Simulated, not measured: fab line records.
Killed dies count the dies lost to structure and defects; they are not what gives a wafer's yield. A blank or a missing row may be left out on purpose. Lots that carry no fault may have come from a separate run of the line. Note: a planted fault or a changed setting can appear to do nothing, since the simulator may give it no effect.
Split-lot trial / flow sfqLine / 23 wafers read from 5 lots, route of 325 steps

THE SPLIT
At SFQ_TRILAYER_I3_CMP_CMP_082 (polishes SiO2), the setting leaveAboveRefNm was moved away from the recipe's 200 nm on 6 of the 23 wafers read, by +4.8% to +6.8%. All remaining wafers had this setting at the recipe value.

FROM THE SPLIT TO THE READING: what the file shows between them, 2 steps
- SFQ_TRILAYER_I3_METRO_MEASURE_083
- SFQ_TRILAYER_I3_VIA_BARC_OPEN_VIA_ETCH_121: etches BARC in O2, target depth 125 nm, time 41.7 s (also split here: sourceW)

THE READING
oesProductAu, in a.u., at SFQ_TRILAYER_I3_VIA_ETCH_VIA_ETCH_088 (etches SiO2 in CHF3, stops on Nb, target depth 260 nm). Fault-free wafers of this fab line usually give 0.855 a.u., standard deviation 0.0055 a.u.

wafer=L075.3; tool, chamber at the split=cmp-01, 3; leaveAboveRefNm as run, nm=200; against the recipe=recipe; oesProductAu, a.u.=0.850; against lot-mates on the recipe=-
wafer=L075.4; tool, chamber at the split=cmp-01, 2; leaveAboveRefNm as run, nm=200; against the recipe=recipe; oesProductAu, a.u.=0.851; against lot-mates on the recipe=-
wafer=L075.5; tool, chamber at the split=cmp-01, 3; leaveAboveRefNm as run, nm=200; against the recipe=recipe; oesProductAu, a.u.=0.846; against lot-mates on the recipe=-
wafer=L079.1; tool, chamber at the split=cmp-02, 1; leaveAboveRefNm as run, nm=213.6; against the recipe=+6.8%; oesProductAu, a.u.=0.897; against lot-mates on the recipe=+0.038
wafer=L079.2; tool, chamber at the split=cmp-02, 2; leaveAboveRefNm as run, nm=200; against the recipe=recipe; oesProductAu, a.u.=0.856; against lot-mates on the recipe=-
wafer=L079.4; tool, chamber at the split=cmp-02, 0; leaveAboveRefNm as run, nm=200; against the recipe=recipe; oesProductAu, a.u.=0.865; against lot-mates on the recipe=-
wafer=L079.5; tool, chamber at the split=cmp-02, 1; leaveAboveRefNm as run, nm=200; against the recipe=recipe; oesProductAu, a.u.=0.855; against lot-mates on the recipe=-
wafer=L079.6; tool, chamber at the split=cmp-02, 0; leaveAboveRefNm as run, nm=213.6; against the recipe=+6.8%; oesProductAu, a.u.=0.892; against lot-mates on the recipe=+0.033
wafer=L080.1; tool, chamber at the split=cmp-01, 1; leaveAboveRefNm as run, nm=200; against the recipe=recipe; oesProductAu, a.u.=0.850; against lot-mates on the recipe=-
wafer=L080.2; tool, chamber at the split=cmp-01, 3; leaveAboveRefNm as run, nm=212.7; against the recipe=+6.3%; oesProductAu, a.u.=0.882; against lot-mates on the recipe=+0.034
wafer=L080.3; tool, chamber at the split=cmp-01, 2; leaveAboveRefNm as run, nm=200; against the recipe=recipe; oesProductAu, a.u.=0.844; against lot-mates on the recipe=-
wafer=L080.4; tool, chamber at the split=cmp-01, 0; leaveAboveRefNm as run, nm=212.7; against the recipe=+6.3%; oesProductAu, a.u.=0.880; against lot-mates on the recipe=+0.032
wafer=L080.5; tool, chamber at the split=cmp-01, 0; leaveAboveRefNm as run, nm=200; against the recipe=recipe; oesProductAu, a.u.=0.850; against lot-mates on the recipe=-
wafer=L081.1; tool, chamber at the split=cmp-02, 0; leaveAboveRefNm as run, nm=200; against the recipe=recipe; oesProductAu, a.u.=0.854; against lot-mates on the recipe=-
wafer=L081.2; tool, chamber at the split=cmp-02, 1; leaveAboveRefNm as run, nm=200; against the recipe=recipe; oesProductAu, a.u.=0.853; against lot-mates on the recipe=-
wafer=L081.3; tool, chamber at the split=cmp-02, 2; leaveAboveRefNm as run, nm=209.5; against the recipe=+4.8%; oesProductAu, a.u.=0.878; against lot-mates on the recipe=+0.021
wafer=L081.5; tool, chamber at the split=cmp-02, 1; leaveAboveRefNm as run, nm=200; against the recipe=recipe; oesProductAu, a.u.=0.864; against lot-mates on the recipe=-
wafer=L081.6; tool, chamber at the split=cmp-02, 2; leaveAboveRefNm as run, nm=209.5; against the recipe=+4.8%; oesProductAu, a.u.=0.873; against lot-mates on the recipe=+0.016
wafer=L083.2; tool, chamber at the split=cmp-02, 2; leaveAboveRefNm as run, nm=200; against the recipe=recipe; oesProductAu, a.u.=0.852; against lot-mates on the recipe=-
wafer=L083.3; tool, chamber at the split=cmp-02, 3; leaveAboveRefNm as run, nm=200; against the recipe=recipe; oesProductAu, a.u.=0.857; against lot-mates on the recipe=-
wafer=L083.4; tool, chamber at the split=cmp-02, 0; leaveAboveRefNm as run, nm=200; against the recipe=recipe; oesProductAu, a.u.=0.862; against lot-mates on the recipe=-
wafer=L083.5; tool, chamber at the split=cmp-02, 3; leaveAboveRefNm as run, nm=200; against the recipe=recipe; oesProductAu, a.u.=0.855; against lot-mates on the recipe=-
wafer=L083.6; tool, chamber at the split=cmp-02, 0; leaveAboveRefNm as run, nm=200; against the recipe=recipe; oesProductAu, a.u.=0.855; against lot-mates on the recipe=-

FIT RESULTS
A straight line over all 23 wafers: oesProductAu changes by +0.00504 a.u. for each +1% of leaveAboveRefNm; r = +0.93; the points scatter about the line by 0.0057 a.u.
The same after taking each lot's own level away (the mean of its wafers on the recipe; 23 wafers): +0.00499 a.u. for each +1%; r = +0.96; scatter 0.0039 a.u.
On that fit, the largest move of leaveAboveRefNm shifts the reading by 0.034 a.u.
Across the lots, their own levels run from 0.8480 to 0.8587 a.u., a range of 1.9 times the standard deviation given above.
The two slopes are in agreement: the lot-to-lot level therefore moves the slope only a little.
Check: with one of the wafers moved furthest among these (+6.8%) left out of the fit, the line predicts +0.0325 a.u. for it against its lot-mates. It came out at +0.0383 a.u. against them.

FURTHER SPLITS ON THESE WAFERS
Other splits were also applied to these wafers ahead of the reading. Each is held against what the fit with the lots' levels taken away leaves over:
other split on the same wafers=SFQ_TRILAYER_I2_CMP_CMP_064 downForcePsi; wafers away from the commonest value=12; r with oesProductAu (lot level and that fit taken away)=-0.19
other split on the same wafers=SFQ_TRILAYER_I2_VIA_BARC_OPEN_VIA_ETCH_096 sourceW; wafers away from the commonest value=10; r with oesProductAu (lot level and that fit taken away)=-0.38
other split on the same wafers=SFQ_TRILAYER_M3_LITHO_PEB_078 pebTimeS; wafers away from the commonest value=11; r with oesProductAu (lot level and that fit taken away)=-0.37
other split on the same wafers=SFQ_TRILAYER_M3_BARC_OPEN_METAL_ETCH_100 timeS; wafers away from the commonest value=7; r with oesProductAu (lot level and that fit taken away)=+0.02
other split on the same wafers=SFQ_TRILAYER_I3_VIA_BARC_OPEN_VIA_ETCH_121 sourceW; wafers away from the commonest value=8; r with oesProductAu (lot level and that fit taken away)=+0.24

THE WHOLE CHAIN: every reading that the file lists as answering this split, in the file's order
step=SFQ_TRILAYER_I3_CMP_CMP_082; what it does=polishes SiO2; reading=SiO2_of_TRILAYER_I3_DEP_PECVD_081.thkNm (the simulator's own value, which no gauge read); change (the file's fit)=+1.97 nm for each +1% of the setting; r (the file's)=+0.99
step=SFQ_TRILAYER_I3_METRO_MEASURE_083; what it does=; reading=thkNm; change (the file's fit)=+1.97 nm for each +1% of the setting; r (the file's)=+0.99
step=SFQ_TRILAYER_I3_VIA_ETCH_VIA_ETCH_088; what it does=etches SiO2 in CHF3, stops on Nb, target depth 260 nm; reading=oesProductAu; change (the file's fit)=+0.00497 a.u. for each +1% of the setting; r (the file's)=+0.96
step=SFQ_TRILAYER_I3_VIA_ETCH_VIA_ETCH_088; what it does=etches SiO2 in CHF3, stops on Nb, target depth 260 nm; reading=I3.featureDepthNm (the simulator's own value, which no gauge read); change (the file's fit)=+1.97 nm for each +1% of the setting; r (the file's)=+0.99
step=SFQ_TRILAYER_M4_ETCH_METAL_ETCH_096; what it does=etches Nb in Cl2/Ar, stops on SiO2, target depth 240 nm, time 120 s; reading=SiO2_of_TRILAYER_I3_DEP_PECVD_081.thkNm (the simulator's own value, which no gauge read); change (the file's fit)=+1.95 nm for each +1% of the setting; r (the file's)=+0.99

FILE'S OWN FIT
oesProductAu changes by +0.00497 a.u. for each +1% of leaveAboveRefNm, r = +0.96.
